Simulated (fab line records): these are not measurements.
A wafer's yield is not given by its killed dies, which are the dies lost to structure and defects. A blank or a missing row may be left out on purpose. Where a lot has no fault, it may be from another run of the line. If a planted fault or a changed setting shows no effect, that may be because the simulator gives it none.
What tool caused it? || flow gf180mcu || 42 wafers from 14 lots sampled at 5 of the route's 602 steps

WHAT THE GAUGES READ, wafer by wafer
GF_DUAL_GATE_OVL_MEAS_11.
{"lot": "L182", "measured": "day 8 11:40", "on": "overlay-01", "DUAL_GATE_OVL (nm)": "0.6 -1.7 -0.2"}
{"lot": "L183", "measured": "day 8 19:53", "on": "overlay-02", "DUAL_GATE_OVL (nm)": "-0.2 -1.1 -2.4"}
{"lot": "L184", "measured": "day 9 08:43", "on": "overlay-02", "DUAL_GATE_OVL (nm)": "-2.5 -2.3 -1.7"}
{"lot": "L185", "measured": "day 9 14:41", "on": "overlay-01", "DUAL_GATE_OVL (nm)": "1.8 0.8 -0.7"}
{"lot": "L187", "measured": "day 10 00:12", "on": "overlay-01", "DUAL_GATE_OVL (nm)": "-1.6 -1.0 -1.4"}
{"lot": "L188", "measured": "day 10 07:40", "on": "overlay-01", "DUAL_GATE_OVL (nm)": "-0.1 -1.6 -0.9"}
{"lot": "L195", "measured": "day 12 11:53", "on": "overlay-02", "DUAL_GATE_OVL (nm)": "-2.2 -2.6 -1.1"}
{"lot": "L196", "measured": "day 12 15:13", "on": "overlay-01", "DUAL_GATE_OVL (nm)": "-1.0 -1.1 0.3"}
{"lot": "L197", "measured": "day 12 23:20", "on": "overlay-02", "DUAL_GATE_OVL (nm)": "-1.5 -1.6 -3.0"}
{"lot": "L198", "measured": "day 13 02:39", "on": "overlay-01", "DUAL_GATE_OVL (nm)": "-2.1 -3.6 -5.0"}
{"lot": "L201", "measured": "day 14 01:50", "on": "overlay-01", "DUAL_GATE_OVL (nm)": "-0.9 -1.7 -0.4"}
{"lot": "L202", "measured": "day 14 10:13", "on": "overlay-01", "DUAL_GATE_OVL (nm)": "0.0 -0.4 -0.7"}
{"lot": "L203", "measured": "day 14 14:20", "on": "overlay-02", "DUAL_GATE_OVL (nm)": "-3.5 -2.1 -2.9"}
{"lot": "L204", "measured": "day 14 23:04", "on": "overlay-02", "DUAL_GATE_OVL (nm)": "-1.3 -2.3 -2.9"}

GF_HV_LDD_CD_MEAS_07 targets a cd of 400 nm.
{"lot": "L182", "measured": "day 10 05:24", "on": "cd-sem-01", "cd-nm (nm)": "403.0 401.8 398.9"}
{"lot": "L183", "measured": "day 10 13:28", "on": "cd-sem-02", "cd-nm (nm)": "398.9 398.2 400.1"}
{"lot": "L184", "measured": "day 11 00:58", "on": "cd-sem-02", "cd-nm (nm)": "402.0 398.6 399.3"}
{"lot": "L185", "measured": "day 11 06:52", "on": "cd-sem-02", "cd-nm (nm)": "400.5 401.3 401.2"}
{"lot": "L187", "measured": "day 11 17:34", "on": "cd-sem-02", "cd-nm (nm)": "400.3 398.9 398.5"}
{"lot": "L188", "measured": "day 12 02:11", "on": "cd-sem-01", "cd-nm (nm)": "398.5 398.2 396.7"}
{"lot": "L195", "measured": "day 14 09:29", "on": "cd-sem-01", "cd-nm (nm)": "400.5 405.5 400.1"}
{"lot": "L196", "measured": "day 14 13:22", "on": "cd-sem-02", "cd-nm (nm)": "399.5 399.7 401.5"}
{"lot": "L197", "measured": "day 14 20:56", "on": "cd-sem-01", "cd-nm (nm)": "404.5 401.8 401.1"}
{"lot": "L198", "measured": "day 15 00:14", "on": "cd-sem-02", "cd-nm (nm)": "401.9 401.9 400.1"}
{"lot": "L201", "measured": "day 16 01:16", "on": "cd-sem-01", "cd-nm (nm)": "399.1 399.8 402.0"}
{"lot": "L202", "measured": "day 16 10:37", "on": "cd-sem-01", "cd-nm (nm)": "400.3 399.6 400.3"}
{"lot": "L203", "measured": "day 16 16:23", "on": "cd-sem-02", "cd-nm (nm)": "397.3 398.9 397.2"}
{"lot": "L204", "measured": "day 17 02:11", "on": "cd-sem-02", "cd-nm (nm)": "403.6 399.9 401.2"}

GF_HV_LDD_OVL_MEAS_08.
{"lot": "L182", "measured": "day 10 05:29", "on": "overlay-02", "HV_LDD_OVL (nm)": "-0.2 1.1 0.7"}
{"lot": "L183", "measured": "day 10 13:35", "on": "overlay-01", "HV_LDD_OVL (nm)": "2.8 2.1 1.6"}
{"lot": "L184", "measured": "day 11 01:05", "on": "overlay-01", "HV_LDD_OVL (nm)": "-0.7 -0.1 -0.6"}
{"lot": "L185", "measured": "day 11 06:59", "on": "overlay-02", "HV_LDD_OVL (nm)": "-0.3 0.5 -0.1"}
{"lot": "L187", "measured": "day 11 17:40", "on": "overlay-01", "HV_LDD_OVL (nm)": "3.3 2.9 3.2"}
{"lot": "L188", "measured": "day 12 02:19", "on": "overlay-01", "HV_LDD_OVL (nm)": "1.0 -0.1 1.4"}
{"lot": "L195", "measured": "day 14 09:35", "on": "overlay-02", "HV_LDD_OVL (nm)": "-1.4 -2.8 -1.8"}
{"lot": "L196", "measured": "day 14 13:29", "on": "overlay-02", "HV_LDD_OVL (nm)": "1.5 1.7 2.2"}
{"lot": "L197", "measured": "day 14 21:03", "on": "overlay-02", "HV_LDD_OVL (nm)": "-1.3 -1.7 -0.9"}
{"lot": "L198", "measured": "day 15 00:21", "on": "overlay-01", "HV_LDD_OVL (nm)": "0.6 1.1 1.7"}
{"lot": "L201", "measured": "day 16 01:22", "on": "overlay-01", "HV_LDD_OVL (nm)": "0.2 0.7 0.8"}
{"lot": "L202", "measured": "day 16 10:44", "on": "overlay-01", "HV_LDD_OVL (nm)": "1.9 1.8 1.2"}
{"lot": "L203", "measured": "day 16 16:28", "on": "overlay-01", "HV_LDD_OVL (nm)": "-1.4 -2.4 -2.3"}
{"lot": "L204", "measured": "day 17 02:16", "on": "overlay-01", "HV_LDD_OVL (nm)": "2.0 1.9 2.1"}

GF_HV_LDD_RS_MEAS_53: the measuring method here is four-point-probe.
{"lot": "L182", "measured": "day 12 15:16", "on": "film-metro-01", "HV_LDD_RS (ohm/sq)": "418.4 418.0 418.5"}
{"lot": "L183", "measured": "day 13 00:16", "on": "film-metro-02", "HV_LDD_RS (ohm/sq)": "417.7 418.0 418.1"}
{"lot": "L184", "measured": "day 13 12:35", "on": "film-metro-04", "HV_LDD_RS (ohm/sq)": "418.8 418.4 419.3"}
{"lot": "L185", "measured": "day 13 19:35", "on": "film-metro-01", "HV_LDD_RS (ohm/sq)": "376.1 377.2 377.2"}
{"lot": "L187", "measured": "day 14 06:52", "on": "film-metro-01", "HV_LDD_RS (ohm/sq)": "375.6 375.5 375.8"}
{"lot": "L188", "measured": "day 14 16:40", "on": "film-metro-04", "HV_LDD_RS (ohm/sq)": "375.7 375.3 376.0"}
{"lot": "L195", "measured": "day 17 04:53", "on": "film-metro-04", "HV_LDD_RS (ohm/sq)": "418.3 418.8 419.6"}
{"lot": "L196", "measured": "day 17 09:11", "on": "film-metro-01", "HV_LDD_RS (ohm/sq)": "418.5 419.3 417.8"}
{"lot": "L197", "measured": "day 17 17:51", "on": "film-metro-04", "HV_LDD_RS (ohm/sq)": "419.6 418.5 419.4"}
{"lot": "L198", "measured": "day 17 20:49", "on": "film-metro-01", "HV_LDD_RS (ohm/sq)": "421.0 420.9 420.7"}
{"lot": "L201", "measured": "day 19 00:29", "on": "film-metro-02", "HV_LDD_RS (ohm/sq)": "419.6 420.2 419.2"}
{"lot": "L202", "measured": "day 19 11:59", "on": "film-metro-02", "HV_LDD_RS (ohm/sq)": "418.9 418.8 417.8"}
{"lot": "L203", "measured": "day 19 18:14", "on": "film-metro-01", "HV_LDD_RS (ohm/sq)": "419.5 420.0 421.1"}
{"lot": "L204", "measured": "day 20 03:03", "on": "film-metro-04", "HV_LDD_RS (ohm/sq)": "418.3 418.8 419.6"}

EACH LOT AND THE TOOL THAT RAN IT (in order: tool; ch and the chambers of the sampled wafers; start)
{"lot": "L182", "GF_HV_LDD_IMPLANT_36": "implanter-02 ch 0, day 11 19:38"}
{"lot": "L183", "GF_HV_LDD_IMPLANT_36": "implanter-02 ch 0, day 12 04:00"}
{"lot": "L184", "GF_HV_LDD_IMPLANT_36": "implanter-02 ch 0, day 12 16:08"}
{"lot": "L185", "GF_HV_LDD_IMPLANT_36": "implanter-02 ch 0, day 12 22:18"}
{"lot": "L187", "GF_HV_LDD_IMPLANT_36": "implanter-02 ch 0, day 13 09:52"}
{"lot": "L188", "GF_HV_LDD_IMPLANT_36": "implanter-02 ch 0, day 13 18:40"}
{"lot": "L195", "GF_HV_LDD_IMPLANT_36": "implanter-02 ch 0, day 16 05:30"}
{"lot": "L196", "GF_HV_LDD_IMPLANT_36": "implanter-02 ch 0, day 16 09:22"}
{"lot": "L197", "GF_HV_LDD_IMPLANT_36": "implanter-03 ch 0, day 16 17:51"}
{"lot": "L198", "GF_HV_LDD_IMPLANT_36": "implanter-02 ch 0, day 16 21:04"}
{"lot": "L201", "GF_HV_LDD_IMPLANT_36": "implanter-03 ch 0, day 17 23:31"}
{"lot": "L202", "GF_HV_LDD_IMPLANT_36": "implanter-02 ch 0, day 18 10:45"}
{"lot": "L203", "GF_HV_LDD_IMPLANT_36": "implanter-02 ch 0, day 18 17:02"}
{"lot": "L204", "GF_HV_LDD_IMPLANT_36": "implanter-02 ch 0, day 19 02:44"}
- GF_HV_LDD_IMPLANT_36

WHAT THE TOOLS THEMSELVES READ (means of the sampled wafers that have a number; where no wafer has one, the mark that the record gives instead)
GF_HV_LDD_IMPLANT_36.
{"lot": "L182", "tool": "implanter-02", "beam-energy-keV": 59.990, "rotation-deg (degrees)": 270.02, "tilt-deg (degrees)": 30.003}
{"lot": "L183", "tool": "implanter-02", "beam-energy-keV": 60.009, "rotation-deg (degrees)": 270.03, "tilt-deg (degrees)": 30.004}
{"lot": "L184", "tool": "implanter-02", "beam-energy-keV": 60.010, "rotation-deg (degrees)": 270.00, "tilt-deg (degrees)": 30.010}
{"lot": "L185", "tool": "implanter-02", "beam-energy-keV": 59.975, "rotation-deg (degrees)": 270.04, "tilt-deg (degrees)": 0.002}
{"lot": "L187", "tool": "implanter-02", "beam-energy-keV": 60.029, "rotation-deg (degrees)": 269.98, "tilt-deg (degrees)": -0.005}
{"lot": "L188", "tool": "implanter-02", "beam-energy-keV": 59.996, "rotation-deg (degrees)": 269.99, "tilt-deg (degrees)": -0.011}
{"lot": "L195", "tool": "implanter-02", "beam-energy-keV": 60.038, "rotation-deg (degrees)": 269.96, "tilt-deg (degrees)": 29.993}
{"lot": "L196", "tool": "implanter-02", "beam-energy-keV": 60.002, "rotation-deg (degrees)": 269.92, "tilt-deg (degrees)": 30.006}
{"lot": "L197", "tool": "implanter-03", "beam-energy-keV": 59.977, "rotation-deg (degrees)": 269.93, "tilt-deg (degrees)": 30.020}
{"lot": "L198", "tool": "implanter-02", "beam-energy-keV": 60.008, "rotation-deg (degrees)": 269.95, "tilt-deg (degrees)": 29.974}
{"lot": "L201", "tool": "implanter-03", "beam-energy-keV": 59.967, "rotation-deg (degrees)": 269.96, "tilt-deg (degrees)": 29.998}
{"lot": "L202", "tool": "implanter-02", "beam-energy-keV": 60.007, "rotation-deg (degrees)": 269.99, "tilt-deg (degrees)": 30.011}
{"lot": "L203", "tool": "implanter-02", "beam-energy-keV": 60.000, "rotation-deg (degrees)": 270.08, "tilt-deg (degrees)": 29.997}
{"lot": "L204", "tool": "implanter-02", "beam-energy-keV": 59.987, "rotation-deg (degrees)": 270.04, "tilt-deg (degrees)": 30.002}

THE ANSWER, worked out from the rows above alone
Rule: the usual values come from the lots themselves. Put in order of their means at a reading, lots are off if they are a third of the lots or fewer, leave a main group of 4 or more, and stand apart from it by a gap of 3 or more times the standard deviation of the main group's means; of several such gaps the widest counts. A main group is skipped when, at the precision printed for the reading in the tables above, its means are all equal. A lot without any number at a reading at which 4 lots or more have one is off too. The other lots that the step has rows for count as sound. After the gauges, taken in route order, come the tools' own readings; for these a lot's mean is taken, as printed above. The first step at which some lot is off is used, and at that step the reading that is off furthest; a lot without a number counts as furthest.
Off: L185, L187, L188, at GF_HV_LDD_RS_MEAS_53 (HV_LDD_RS). For the main group the mean is 419.1 ohm/sq and the standard deviation 0.82.
A tool fits if, at a process step before that reading, it ran every lot that is off, and no sound lot after the first of them. Not tried: the gauges at GF_HV_LDD_RS_MEAS_53; whatever is off there is also off at GF_HV_LDD_IMPLANT_36, on other tools, and gauge error can't account for it. Of those tried, none fits.

WHAT THE SIMULATOR HAD INSERTED
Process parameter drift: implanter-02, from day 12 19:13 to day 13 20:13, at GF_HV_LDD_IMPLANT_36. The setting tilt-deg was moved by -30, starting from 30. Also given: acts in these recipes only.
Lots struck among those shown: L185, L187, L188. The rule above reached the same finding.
